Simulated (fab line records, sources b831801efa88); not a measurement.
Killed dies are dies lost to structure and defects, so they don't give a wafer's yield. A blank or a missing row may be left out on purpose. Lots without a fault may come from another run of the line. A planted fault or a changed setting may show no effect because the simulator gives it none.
One fault seen from 2 desks | flow gf180mcu | each desk has only its own numbers; what lay behind them comes last

THE TOOL OWNER'S DESK: pecvd-03
The tool's own readings at GF_PASSIVATION_CVD_02 (deposits Si3N4, target thk 700 nm, time 486.18 s): means of the sampled wafers that have a number, for each lot that ran on this tool. A lot is out of limits, marked OUT, if its mean lies more than 4 standard deviations from the usual mean; the brackets give that distance.
Columns: A = heater_power_w at GF_PASSIVATION_CVD_02, usual 719 W
lot  | first seen here | A
L188 | day 27 23:17    | 789
L190 | day 28 21:45    | 748
L193 | day 29 19:41    | 818
L194 | day 29 23:41    | 812
L199 | day 31 23:28    | 821
L201 | day 32 08:31    | 834
This desk's finding: nothing out of limits on any of the 6 lots.

THE METROLOGY DESK
What the gauges read, lot by lot, whatever tool the lot ran on: means of the sampled wafers that have a number. A lot is out of limits, marked OUT, if its mean lies more than 4 standard deviations from the usual mean; the brackets give that distance.
Columns: A = cd_nm at GF_M5_CD_MEAS_07, usual 280.2 nm
lot  | first seen here | A
L188 | day 26 02:38    | 279.3
L189 | day 26 10:01    | 280.0
L190 | day 27 02:08    | 279.0
L191 | day 27 03:30    | 281.3
L193 | day 28 01:35    | 281.8
L194 | day 28 05:05    | 278.9
L199 | day 30 08:38    | 280.0
L201 | day 30 19:05    | 281.0
L204 | day 31 22:08    | 280.8
L206 | day 32 04:32    | 280.3
L207 | day 32 08:44    | 280.1
L209 | day 32 13:02    | 281.6
L210 | day 33 02:49    | 278.9
This desk's finding: nothing out of limits on any of the 13 lots.

PUT TOGETHER
The tool owner's desk saw nothing out of limits.
The metrology desk saw nothing out of limits.

WHAT THE SIMULATOR HAD PUT IN
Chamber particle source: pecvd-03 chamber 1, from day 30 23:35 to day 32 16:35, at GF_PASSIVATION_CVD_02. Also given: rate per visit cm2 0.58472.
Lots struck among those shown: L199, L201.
